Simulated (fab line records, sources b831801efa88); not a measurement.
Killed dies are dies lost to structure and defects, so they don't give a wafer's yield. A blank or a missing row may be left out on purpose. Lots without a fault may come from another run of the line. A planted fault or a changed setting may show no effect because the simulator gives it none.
A struck lot beside a sound one | flow sfq_line | 13 steps out of a route of 325
Sound: wafers L379.1, L379.3, L379.4. Struck: wafer L388.5. (L388.3 of the same lot was not struck and is left out.) The cause comes at the end.
At each step with rows: each side's tool, then ch and its chambers, then its first start. Under that, the readings that differ: sound wafers | struck wafers | difference of the means | sigmas: that difference in standard deviations of wafers without a fault.
alike: readings whose means differ by less than 2 such deviations, and words and numbers that are the same on both sides. not compared: withheld readings, readings that some wafer has no value for, bounds like >300 that may hide the same value, and numbers for which the record gives no deviation and whose values overlap.
The two part at a step that has a row with sigmas, a row that says differs or no value, or rows on one side only. Numbers that don't overlap but have no deviation are shown without sigmas and don't part them. A reading that every wafer of one side lacks parts them only if that side has two wafers or more.

SFQ_TRILAYER_JJ_TRILAYER_DEP_SPUTTER_112: material Nb, target thk 170 nm, time 113.3 s.
  sound on pvd_sputter-04, day 50 19:10; struck on pvd_sputter-03, day 52 16:46
  alike: chamber_pressure_pa, throttle_valve_pct
SFQ_JJ_RS_MEAS_929: measures by four-point-probe.
  sound on film_metro-03, day 50 19:14; struck on film_metro-01, day 52 16:53
  alike: JJ_NB_RS
then, 6 steps without rows for these wafers: SFQ_TRILAYER_JJ_CE_LITHO_COAT_119 (resist thk 62 nm); SFQ_TRILAYER_JJ_CE_LITHO_COAT_114 (resist thk 600 nm); SFQ_TRILAYER_JJ_CE_LITHO_SOFTBAKE_118; SFQ_TRILAYER_JJ_CE_LITHO_EXPOSE_115 (exposes mask J5, target cd 700 nm); SFQ_TRILAYER_JJ_CE_LITHO_PEB_117 (peb time 60 s); SFQ_TRILAYER_JJ_CE_LITHO_DEVELOP_116 (time 60 s).
-- the record jumps here: 4 days lie between the struck wafers' starts before and after --
SFQ_JJ_OVL_MEAS_931:
  sound on overlay-01, day 55 22:50; struck on overlay-01, day 56 09:39
  alike: J5_OVL
SFQ_TRILAYER_JJ_CE_METRO_MEASURE_117:
  sound on cd_sem-01, day 55 22:52; struck on cd_sem-02, day 56 10:04
  alike: cd_nm
SFQ_TRILAYER_JJ_CE_BARC_OPEN_RIE_150: chemistry O2, target BARC, target depth 240 nm, time 80 s.
  sound on rie_metal-04 ch 0,1, day 56 00:04; struck on rie_metal-02 ch 0, day 56 10:55
  alike: drypump_motor_current_A, oes_product_au
  not compared: rf_hours_counter_h
SFQ_TRILAYER_JJ_CE_ETCH_RIE_118: chemistry SF6, target Nb, stops on Al2O3, time 97.7 s, target depth 170 nm.
  sound on rie_metal-04 ch 0,1, day 56 00:10; struck on rie_metal-02 ch 0, day 56 11:00
  reading                                                | sound             | struck  | difference | sigmas
  oes_product_au (a.u.)                                  | 0.998 0.992 0.996 | 0.938   | -0.057     | -7
  over_etch_frac                                         | 0.15 0.15 0.15    | 0.26203 | +0.11203   |
  model.KrF_of_TRILAYER_JJ_CE_LITHO_COAT_114.thk_nm (nm) | 475.5 479.4 477.4 | 468.2   | -9.2       |
  alike: drypump_motor_current_A
  not compared: rf_hours_counter_h
then, 1 step without rows for these wafers: SFQ_TRILAYER_JJ_ANODIZE_ANODIZE_119.

WHERE THEY PART
Only at SFQ_TRILAYER_JJ_CE_ETCH_RIE_118, within this record.

WHY: what the simulator had put in
Process parameter drift: rie_metal-02, from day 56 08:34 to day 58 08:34, at SFQ_TRILAYER_JJ_CE_ETCH_RIE_118. Setting over_etch_frac, moved by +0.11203, from 0.15. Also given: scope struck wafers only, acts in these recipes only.
